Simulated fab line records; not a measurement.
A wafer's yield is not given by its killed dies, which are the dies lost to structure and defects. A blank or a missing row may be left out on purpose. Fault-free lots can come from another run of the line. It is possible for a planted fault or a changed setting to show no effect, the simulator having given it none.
Which tool was responsible? || flow gf180mcu || 14 lots, 42 wafers sampled, at 2 steps of a route of 602

== WHAT THE GAUGES READ, wafer by wafer ==
GF_V5_BOW_MEAS_05.
{"lot": "L528", "measured": "day 26 06:21", "on": "film metro-03", "V5_BOW (um)": "125 122 108"}
{"lot": "L529", "measured": "day 26 10:23", "on": "film metro-01", "V5_BOW (um)": "137 112 111"}
{"lot": "L530", "measured": "day 26 23:25", "on": "film metro-01", "V5_BOW (um)": "123 134 139"}
{"lot": "L532", "measured": "day 27 19:06", "on": "film metro-02", "V5_BOW (um)": "126 137 141"}
{"lot": "L533", "measured": "day 28 00:16", "on": "film metro-03", "V5_BOW (um)": "130 128 138"}
{"lot": "L534", "measured": "day 28 17:34", "on": "film metro-01", "V5_BOW (um)": "124 139 141"}
{"lot": "L535", "measured": "day 28 15:15", "on": "film metro-03", "V5_BOW (um)": "142 135 135"}
{"lot": "L536", "measured": "day 29 02:29", "on": "film metro-02", "V5_BOW (um)": "137 117 133"}
{"lot": "L537", "measured": "day 29 06:04", "on": "film metro-01", "V5_BOW (um)": "126 144 152"}
{"lot": "L540", "measured": "day 30 01:50", "on": "film metro-01", "V5_BOW (um)": "140 131 132"}
{"lot": "L542", "measured": "day 30 16:48", "on": "film metro-02", "V5_BOW (um)": "131 140 135"}
{"lot": "L545", "measured": "day 31 09:28", "on": "film metro-01", "V5_BOW (um)": "137 144 135"}
{"lot": "L546", "measured": "day 31 15:58", "on": "film metro-02", "V5_BOW (um)": "134 122 147"}
{"lot": "L549", "measured": "day 32 12:52", "on": "film metro-03", "V5_BOW (um)": "136 135 141"}

== WHICH TOOL RAN EACH LOT (tool, then ch and the chambers of the sampled wafers, then the start) ==
{"lot": "L528", "GF_STI_OXIDATION_01": "furnace-01 ch 0, day 1 10:43"}
{"lot": "L529", "GF_STI_OXIDATION_01": "furnace-02 ch 0, day 1 15:07"}
{"lot": "L530", "GF_STI_OXIDATION_01": "furnace-01 ch 0, day 1 20:07"}
{"lot": "L532", "GF_STI_OXIDATION_01": "furnace-02 ch 0, day 2 06:07"}
{"lot": "L533", "GF_STI_OXIDATION_01": "furnace-02 ch 0, day 2 11:07"}
{"lot": "L534", "GF_STI_OXIDATION_01": "furnace-01 ch 0, day 2 16:30"}
{"lot": "L535", "GF_STI_OXIDATION_01": "furnace-02 ch 0, day 2 21:07"}
{"lot": "L536", "GF_STI_OXIDATION_01": "furnace-02 ch 0, day 3 03:12"}
{"lot": "L537", "GF_STI_OXIDATION_01": "furnace-01 ch 0, day 3 09:16"}
{"lot": "L540", "GF_STI_OXIDATION_01": "furnace-01 ch 0, day 3 22:07"}
{"lot": "L542", "GF_STI_OXIDATION_01": "furnace-01 ch 0, day 4 08:07"}
{"lot": "L545", "GF_STI_OXIDATION_01": "furnace-01 ch 0, day 4 23:33"}
{"lot": "L546", "GF_STI_OXIDATION_01": "furnace-02 ch 0, day 5 04:43"}
{"lot": "L549", "GF_STI_OXIDATION_01": "furnace-02 ch 0, day 5 19:07"}
- GF_STI_OXIDATION_01: stabilise 600 s, purge 300 s, target thk 10 nm.

== WHAT THE TOOLS THEMSELVES READ (means of the sampled wafers that have a number; where no wafer has one, the mark that the record gives instead) ==
GF_STI_OXIDATION_01.
{"lot": "L528", "tool": "furnace-01", "ox temp c (C)": 900.2, "tube center temp C (C)": 900}
{"lot": "L529", "tool": "furnace-02", "ox temp c (C)": 900.0, "tube center temp C (C)": 900}
{"lot": "L530", "tool": "furnace-01", "ox temp c (C)": 900.0, "tube center temp C (C)": 900}
{"lot": "L532", "tool": "furnace-02", "ox temp c (C)": 900.4, "tube center temp C (C)": 900}
{"lot": "L533", "tool": "furnace-02", "ox temp c (C)": 900.3, "tube center temp C (C)": 900}
{"lot": "L534", "tool": "furnace-01", "ox temp c (C)": 899.8, "tube center temp C (C)": 900}
{"lot": "L535", "tool": "furnace-02", "ox temp c (C)": 899.9, "tube center temp C (C)": 900}
{"lot": "L536", "tool": "furnace-02", "ox temp c (C)": 900.5, "tube center temp C (C)": 900}
{"lot": "L537", "tool": "furnace-01", "ox temp c (C)": 900.3, "tube center temp C (C)": 900}
{"lot": "L540", "tool": "furnace-01", "ox temp c (C)": 899.4, "tube center temp C (C)": 900}
{"lot": "L542", "tool": "furnace-01", "ox temp c (C)": 899.6, "tube center temp C (C)": 900}
{"lot": "L545", "tool": "furnace-01", "ox temp c (C)": 899.5, "tube center temp C (C)": 900}
{"lot": "L546", "tool": "furnace-02", "ox temp c (C)": 900.3, "tube center temp C (C)": 900}
{"lot": "L549", "tool": "furnace-02", "ox temp c (C)": 900.2, "tube center temp C (C)": 900}

== THE ANSWER, worked out from the rows above alone ==
Rule: what is usual is taken from the lots themselves. The widest of any qualifying gaps counts: lots, ordered by their means at a reading, are off when they make up no more than a third of the lots, leave a main group of 4 or more, and stand apart from it by 3 or more times the standard deviation of that group's means. The tables above print the reading to a certain number of digits; a main group whose means all agree to those digits is not used. Also off: a lot with no number at a reading for which 4 or more lots have one. The other lots that the step has rows for count as sound. Order of review: gauges by route order, followed by the tools' own readings, for which a lot's mean as printed above is used. At the first step where some lot is off, the reading lying furthest off is the one used; lots without a number count as furthest.
Nothing can be told from this: no lot is off at any reading shown.

== WHAT WAS PUT IN BY THE SIMULATOR ==
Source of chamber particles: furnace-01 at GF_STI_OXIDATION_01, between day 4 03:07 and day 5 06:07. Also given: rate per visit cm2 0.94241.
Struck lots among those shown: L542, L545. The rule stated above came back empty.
